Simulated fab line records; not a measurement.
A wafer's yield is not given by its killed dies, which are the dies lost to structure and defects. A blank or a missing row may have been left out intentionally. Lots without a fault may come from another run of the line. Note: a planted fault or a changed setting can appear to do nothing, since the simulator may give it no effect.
fab line records	flow sky130
[record] lots = 6	wafers = 18	last-day = 51
route steps=708 shown CAP2M@620 METAL4@621 PAD_OPEN@708
lots that met no fault: taken from a fault-free run of the same line
start-h: hours from the record's opening day to when the first of the lot's shown wafers began	wait-h: hours since the lot's step before	" repeats the value in the row above	L1.1+2: one row covering several wafers at once	- value missing, or start not given	* or withheld: withheld	< > ~ a bound
route shown NAME@n: NAME is a module with steps in the file, n the number in the route of the first one	usual: mean and standard deviation over wafers with no fault	same: alike in all rows	chamber/n: place in a boat	sites: readings site by site	_std_site: standard deviation across them	_edge_site: the outer-site mean with the inner-site mean subtracted	radius-mm: for every site, how far away it sits from the centre of the wafer	mask NAME#n: copy n	behind: tool/chamber where the wafer was last shaped	hold: cause of the lot's hold/its duration in hours/its outcome	device: names the non-switching transistor (n, p or np)	end of line: the tests these same wafers got at the end of their route	where a step has no rows: the recipe by itself	killed: dies lost to structure and defects at the first sort, not the wafer's yield	map: per-die view of a wafer (x killed, . not killed, _ where there is no die)
set.NAME: setting as actually run; set.NAME@STEP: the setting as run at that earlier step	model.NAME: the simulator's own value behind a step, which no gauge read
lots at some steps of the route; a table a step, a row a wafer
services: from which hour (start-h, from the record's first day; less than 0 if before it) a tool's chamber was out of use, for how many hours, and why
[[steps]]
[step SKY_CAP2M_CLEAN_17]
[recipe] chemistry = O3/DIW	dry = n2-spin
[step SKY_METAL4_DEHYDRATE_05]
[recipe] temp-c = 200	time-s = 60
[step SKY_METAL4_HMDS_06]
[recipe] prime-time-s = 60	prime-temp-c = 120
[step SKY_METAL4_COAT_07]
[recipe] resist = BARC	temp-c = withheld	time-s = withheld	spin-rpm = 3000	resist-thk-nm = 60
[step SKY_METAL4_COAT_08]
[recipe] resist = KrF-thick	spin-rpm = 3000	resist-thk-nm = 1140
[step SKY_METAL4_SOFTBAKE_09]
[recipe] temp-c = 100	time-s = 90	resist = KrF-thick
[step SKY_METAL4_EXPOSE_10]
[recipe] mask-id = MM4	na = 0.68	source-shape = annular	sigma-inner = 0.4	sigma-outer = 0.8	target-cd-nm = 300	dose-mj = 28
[step SKY_METAL4_PEB_11]
[recipe] peb-temp-c = withheld	peb-time-s = withheld	resist = KrF-thick
[step SKY_METAL4_DEVELOP_12]
[recipe] develop-time-s = 60	resist = KrF-thick	dev-temp-c = 21
[step SKY_METAL4_CD_MEAS_13]
[recipe] target-cd-nm = 300
[usual] cd-nm = 300.1/1.6
lot.wafer	tool	chamber	start-h	wait-h	cd-nm
L622.1	cd-sem-02	-	1023.26	-	301.0
L622.2	"	-	"	"	300.7
L622.4	"	-	"	"	300.2
L629.1	cd-sem-02	-	1071.37	-	298.4
L629.2	"	-	"	"	297.5
L629.6	"	-	"	"	298.1
L632.1	cd-sem-02	-	1091.97	-	300.6
L632.4	"	-	"	"	301.1
L632.6	"	-	"	"	301.0
L634.3	cd-sem-02	-	1102.15	-	300.4
L634.5	"	-	"	"	300.4
L634.6	"	-	"	"	300.7
L636.2	cd-sem-01	-	1108.03	-	300.6
L636.3	"	-	"	"	301.4
L636.4	"	-	"	"	301.4
L642.2	cd-sem-02	-	1145.08	-	300.1
L642.4	"	-	"	"	299.1
L642.6	"	-	"	"	299.1
[step SKY_METAL4_OVL_MEAS_14]
[usual] METAL4_OVL = 3/5.4
lot.wafer	tool	chamber	start-h	wait-h	METAL4_OVL[nm]
L622.1	overlay-02	-	1023.38	0.1	2
L622.2	"	-	"	"	3
L622.4	"	-	"	"	3
L629.1	overlay-01	-	1071.49	0.1	-5
L629.2	"	-	"	"	-1
L629.6	"	-	"	"	0
L632.1	overlay-01	-	1092.09	0.1	9
L632.4	"	-	"	"	16
L632.6	"	-	"	"	7
L634.3	overlay-02	-	1102.24	0.1	-7
L634.5	"	-	"	"	-5
L634.6	"	-	"	"	1
L636.2	overlay-01	-	1108.13	0.1	2
L636.3	"	-	"	"	-2
L636.4	"	-	"	"	-2
L642.2	overlay-01	-	1145.19	0.1	-5
L642.4	"	-	"	"	-5
L642.6	"	-	"	"	4
[step SKY_METAL4_DESCUM_15]
[recipe] chemistry = O2	source-power-w = 150	bias-power-w = 0	pressure-mtorr = 10	temp-c = 40	time-s = 8
[usual] drypump-motor-current-A = 5.82/0.23	oes-product-au = 1.003/0.0071
[same] time-s = 8
lot.wafer	tool	chamber	start-h	wait-h	drypump-motor-current-A	oes-product-au	rf-hours-counter-h
L622.1	rie-metal-04	1	1023.41	0.0	5.56	0.995	8
L622.2	"	0	"	"	5.76	1.010	15
L622.4	"	0	"	"	5.74	1.009	-
L629.1	rie-metal-01	0	1071.53	0.0	5.77	0.993	21
L629.2	"	1	"	"	6.01	1.004	8
L629.6	"	1	"	"	6.04	1.001	-
L632.1	rie-metal-04	1	1092.13	0.0	5.58	0.995	13
L632.4	"	1	"	"	5.56	1.006	-
L632.6	"	1	"	"	5.55	1.001	-
L634.3	rie-metal-01	0	1102.28	0.0	5.77	0.990	-
L634.5	"	1	"	"	6.06	0.998	-
L634.6	"	0	"	"	5.78	0.993	-
L636.2	rie-metal-01	0	1108.16	0.0	5.77	0.995	23
L636.3	"	1	"	"	6.03	1.004	-
L636.4	"	0	"	"	5.78	1.006	-
L642.2	rie-metal-04	1	1145.22	0.0	5.55	0.995	16
L642.4	"	1	"	"	5.56	1.007	-
L642.6	"	1	"	"	5.57	1.007	-
[step SKY_METAL4_ETCH_16]
[recipe] chemistry = N2/H2	target = BARC	ion-energy-ev = 200	bias-w = 100	pressure-mtorr = 30	n2-flow-sccm = 100	h2-flow-sccm = 200	icp-w = 500	stop-on = SiO2	time-s = 88.2	target-depth-a = 600
[usual] bias-w = 100.00/0.26	drypump-motor-current-A = 5.83/0.23	n2-flow-sccm = 100.0/0.3	oes-product-au = 0.626/0.0044	throttle-valve-pct = 13.204/0.0094
[same] time-s = 88.2
lot.wafer	tool	chamber	start-h	wait-h	bias-w	drypump-motor-current-A	n2-flow-sccm	oes-product-au	rf-hours-counter-h	throttle-valve-pct	model.KrF-thick_of_METAL4_COAT_08.thk-nm	model.METAL4.cd-nm
L622.1	rie-metal-04	1	1023.44	0.0	100.10	5.59	99.8	0.629	8	13.193	1076	299.7
L622.2	"	0	"	"	99.75	5.76	100.2	0.624	15	13.199	1074	301.9
L622.4	"	0	"	"	100.12	5.75	100.1	0.617	-	13.212	1074	300.8
L629.1	rie-metal-01	0	1071.56	0.0	100.27	5.79	99.9	0.632	21	13.199	1077	299.2
L629.2	"	1	"	"	100.12	6.05	99.7	0.636	8	13.204	1077	297
L629.6	"	1	"	"	99.81	6.03	99.9	0.632	-	13.208	1077	297.6
L632.1	rie-metal-04	1	1092.16	0.0	100.21	5.57	100.2	0.628	13	13.193	1085	299.9
L632.4	"	1	"	"	100.17	5.56	100.1	0.626	-	13.200	1079	299.5
L632.6	"	1	"	"	100.24	5.57	100.2	0.623	-	13.200	1084	300.1
L634.3	rie-metal-01	0	1102.33	0.0	99.86	5.79	99.9	0.624	-	13.181	1090	305.8
L634.5	"	1	"	"	100.34	6.04	100.1	0.627	-	13.217	1074	300.2
L634.6	"	0	"	"	99.68	5.80	100.4	0.629	-	13.200	1095	306.1
L636.2	rie-metal-01	0	1108.19	0.0	99.72	5.77	99.9	0.622	23	13.214	1087	300.9
L636.3	"	1	"	"	100.06	6.09	100.1	0.624	-	13.190	1096	307.5
L636.4	"	0	"	"	100.15	5.77	99.6	0.623	-	13.191	1083	302
L642.2	rie-metal-04	1	1145.25	0.0	99.40	5.58	100.2	0.625	16	13.219	1079	299.7
L642.4	"	1	"	"	100.02	5.58	100.2	0.627	-	13.212	1080	298.8
L642.6	"	1	"	"	99.78	5.57	100.2	0.630	-	13.195	1078	298.8
[step SKY_METAL4_ETCH_17]
[recipe] target = SiO2	stop-on = TiN	chemistry = C4F8/O2/Ar	source-w = 1500	bias-w = 1200	pressure-mtorr = 40	c4f8-flow-sccm = withheld	O2_flow_sccm = 6	Ar_flow_sccm = 300	time-s = 3.9	target-depth-a = 150
[usual] bias-w = 1200/3.4	oes-product-au = 0.755/0.007
[same] time-s = 3.9
lot.wafer	tool	chamber	start-h	wait-h	bias-w	oes-product-au	rf-hours-counter-h
L622.1	rie-diel-01	3	1023.54	0.1	1201	0.748	7
L622.2	"	2	"	"	1198	0.757	15
L622.4	"	1	"	"	1201	0.756	22
L629.1	rie-diel-01	2	1071.66	0.1	1199	0.756	17
L629.2	"	3	"	"	1196	0.752	9
L629.6	"	2	"	"	1200	0.764	-
L632.1	rie-diel-04	2	1092.26	0.1	1202	0.750	25
L632.4	"	3	"	"	1199	0.760	14
L632.6	"	0	"	"	1201	0.756	-
L634.3	rie-diel-01	0	1102.40	0.0	1197	0.749	16
L634.5	"	1	"	"	1199	0.745	-
L634.6	"	0	"	"	1205	0.750	-
L636.2	rie-diel-02	1	1108.29	0.1	1202	0.756	16
L636.3	"	2	"	"	1193	0.757	28
L636.4	"	3	"	"	1204	0.760	20
L642.2	rie-diel-02	0	1145.35	0.1	1199	0.751	6
L642.4	"	2	"	"	1213	0.757	29
L642.6	"	1	"	"	1201	0.758	-
[step SKY_METAL4_METAL_ETCH_18]
[recipe] target-depth-a = 8450	stop-on = SiO2	over-etch-frac = 0.3	time-s = 183.1	chemistry = Cl2/BCl3	resist-sidewall-deg = 88	pressure-mtorr = 10	icp-w = 900	bias-w = 48.5	Cl2_flow_sccm = 60	bcl3-flow-sccm = 30
[usual] bias-w = 48.52/0.15	drypump-motor-current-A = 5.85/0.24	oes-product-au = 0.866/0.0061	throttle-valve-pct = 22.264/0.009
[same] time-s = 183.1
lot.wafer	tool	chamber	start-h	wait-h	bias-w	drypump-motor-current-A	oes-product-au	rf-hours-counter-h	throttle-valve-pct	model.KrF-thick_of_METAL4_COAT_08.thk-nm	model.METAL4.cd-nm
L622.1	rie-metal-01	1	1023.56	0.0	48.62	6.04	0.871	4	22.260	523.7	303.3
L622.2	"	0	"	"	48.71	5.80	0.865	17	22.252	534.1	308.1
L622.4	"	1	"	"	48.31	6.03	0.871	-	22.276	529.6	302.6
L629.1	rie-metal-03	0	1071.67	0.0	48.30	6.23	0.856	12	22.268	522.4	298
L629.2	"	1	"	"	48.63	5.61	0.866	22	22.269	520.8	290
L629.6	"	1	"	"	48.66	5.60	0.875	-	22.251	517.5	291.6
L632.1	rie-metal-03	1	1092.27	0.0	48.70	5.64	0.871	23	22.250	530.1	298.9
L632.4	"	0	"	"	48.40	6.22	0.877	-	22.252	521.2	298.4
L632.6	"	0	"	"	48.39	6.21	0.869	-	22.265	532.9	296.9
L634.3	rie-metal-03	0	1102.48	0.1	48.59	6.19	0.871	-	22.281	534.8	305.3
L634.5	"	1	"	"	48.73	5.64	0.870	-	22.267	517.2	297.3
L634.6	"	0	"	"	48.63	6.20	0.869	-	22.277	542.1	302.6
L636.2	rie-metal-03	0	1108.31	0.0	48.49	6.22	0.873	15	22.261	536.1	301.4
L636.3	"	1	"	"	48.50	5.67	0.875	-	22.277	539.6	306.2
L636.4	"	0	"	"	48.52	6.20	0.873	-	22.265	530.2	301
L642.2	rie-metal-03	0	1145.37	0.0	48.47	6.25	0.866	18	22.255	524.7	300.2
L642.4	"	0	"	"	48.49	6.21	0.868	-	22.265	525.5	298.3
L642.6	"	1	"	"	48.79	5.64	0.864	-	22.265	515.9	298
[step SKY_METAL4_STRIP_19]
[recipe] chemistry = O2/N2	power-w = 1400	pressure-mtorr = 1500	platen-temp-c = withheld	o2-flow-sccm = 3000	n2-flow-sccm = 300	overash-fraction = 0.5
[usual] drypump-motor-current-A = 5.6/0.42	n2-flow-sccm = 300.0/0.81	oes-product-au = 0.501/0.0051	strip-time-to-endpoint-s = 6.51/0.065
lot.wafer	tool	chamber	start-h	wait-h	drypump-motor-current-A	n2-flow-sccm	oes-product-au	rf-hours-counter-h	strip-time-to-endpoint-s
L622.1	plasma-asher-01	1	1023.74	0.1	5.1	299.6	0.490	27	6.51
L622.2	"	0	"	"	6.0	299.2	0.504	27	6.61
L622.4	"	1	"	"	5.1	298.7	0.510	-	6.55
L629.1	plasma-asher-01	0	1071.85	0.1	6.0	299.6	0.497	32	6.49
L629.2	"	1	"	"	5.2	298.7	0.504	32	6.49
L629.6	"	1	"	"	5.1	299.2	0.499	-	6.44
L632.1	plasma-asher-03	1	1092.45	0.1	5.2	300.6	0.498	69	6.56
L632.4	"	1	"	"	5.2	299.0	0.495	-	6.48
L632.6	"	1	"	"	5.2	301.2	0.500	-	6.59
L634.3	plasma-asher-01	1	1102.63	0.1	5.1	299.8	0.512	-	6.60
L634.5	"	0	"	"	6.0	298.8	0.504	-	6.44
L634.6	"	1	"	"	5.1	301.1	0.511	-	6.68
L636.2	plasma-asher-01	0	1108.49	0.1	5.9	300.2	0.506	35	6.63
L636.3	"	1	"	"	5.1	300.6	0.522	-	6.67
L636.4	"	0	"	"	6.0	300.8	0.505	-	6.55
L642.2	plasma-asher-01	0	1145.55	0.1	6.0	299.1	0.497	39	6.52
L642.4	"	0	"	"	6.0	300.7	0.498	-	6.54
L642.6	"	1	"	"	5.2	300.3	0.498	-	6.44
[step SKY_PAD_OPEN_PROBE_99]
[usual] defect-limited-yield = 82.3/1.8	killed_at_M0_to_M3 = 43/6.9	killed_at_M4_up = 3.2/1.6	killed-at-contacts = 25/5.1	killed-at-front-end = 16/4.5	killed-at-other = 0.3/0.68	killed-dies = 87/8.9	killed-open = 48/6.9	killed-short = 39/6.3	sort_bin_3_pad_short = 0.8/0.4	sort_bin_5_function = 10.5/1.4	sort_bin_6_memory = 6.4/1.1	sort-n-pass = 405/8.9	sort-yield-pct = 82.3/1.8
[same] gross-dies = 492	killed-at-back-side = 0	sort_bin_4_leakage[%] = 0	sort_bin_8_speed[%] = 0
lot.wafer	tool	chamber	start-h	wait-h	defect-limited-yield[%]	killed_at_M0_to_M3	killed_at_M4_up	killed-at-contacts	killed-at-front-end	killed-at-other	killed-dies	killed-open	killed-short	sort_bin_3_pad_short[%]	sort_bin_5_function[%]	sort_bin_6_memory[%]	sort-n-pass	sort-yield-pct[%]
L634.3	prober-01	-	1184.83	0.2	81.5	46	1	29	15	0	91	48	43	1.2	10.4	6.9	401	81.5
L634.5	prober-01	-	1184.93	0.2	81.9	41	2	29	17	0	89	54	35	0.6	12.4	5.1	403	81.9
L636.4	prober-01	-	1191.04	0.2	80.5	53	4	22	17	0	96	51	45	0.8	11.8	6.9	396	80.5
// killed by level:class
L634.3 VIA1:geometric-particle:open=10 LI_CONTACT:geometric-particle:open=9 CONTACT:geometric-particle:open=8 VIA2:geometric-particle:short=8 CONTACT:geometric-particle:short=7 VIA2:geometric-particle:open=7 METAL2:geometric-particle:short=6 POLY_GATE:geometric-particle:short=4
L634.5 CONTACT:geometric-particle:open=11 LI_CONTACT:geometric-particle:open=10 VIA1:geometric-particle:open=9 VIA2:geometric-particle:open=7 VIA3:geometric-particle:open=7 VIA1:geometric-particle:short=6 FIELD_ISO:geometric-particle:short=5 CONTACT:geometric-particle:short=5
L636.4 VIA3:geometric-particle:open=11 VIA1:geometric-particle:open=8 METAL2:geometric-particle:short=7 POLY_GATE:geometric-particle:short=6 CONTACT:geometric-particle:short=6 LI_CONTACT:geometric-particle:open=6 VIA1:geometric-particle:short=6 VIA2:geometric-particle:open=6
[[services]]
tool	chamber	start-h	hours	kind
rie-diel-04	0	1036.14	4.3	repair
rie-diel-01	-	1036.38	1.0	repair
rie-diel-01	1	1038.92	-	clean
rie-diel-01	1	1038.92	34.3	scheduled-down
rie-diel-01	1	1038.92	34.3	vent-cycle
plasma-asher-01	-	1090.32	3.4	repair
rie-diel-04	0	1100.79	10.7	repair
rie-diel-02	-	1135.76	0.7	repair
[[key]]
first-sign none at tools or gauges
[model-effect] step = SKY_METAL4_ETCH_16	value = KrF-thick_of_METAL4_COAT_08.thk-nm	without = 1076	struck = 1093
[model-effect] step = SKY_METAL4_METAL_ETCH_18	value = KrF-thick_of_METAL4_COAT_08.thk-nm	without = 521.4	struck = 538.8
met-at SKY_METAL4_ETCH_16
struck-wafers L634.3,L634.6,L636.3
onset-between 1071.56 1102.33
[fault] kind = process-parameter-drift	tool = rie-metal-01	chamber = -	onset-h = 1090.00	steps = SKY_METAL4_ETCH_16	channel = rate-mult	offset = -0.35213	shape = step	end-h = 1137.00	scope = struck-wafers-only
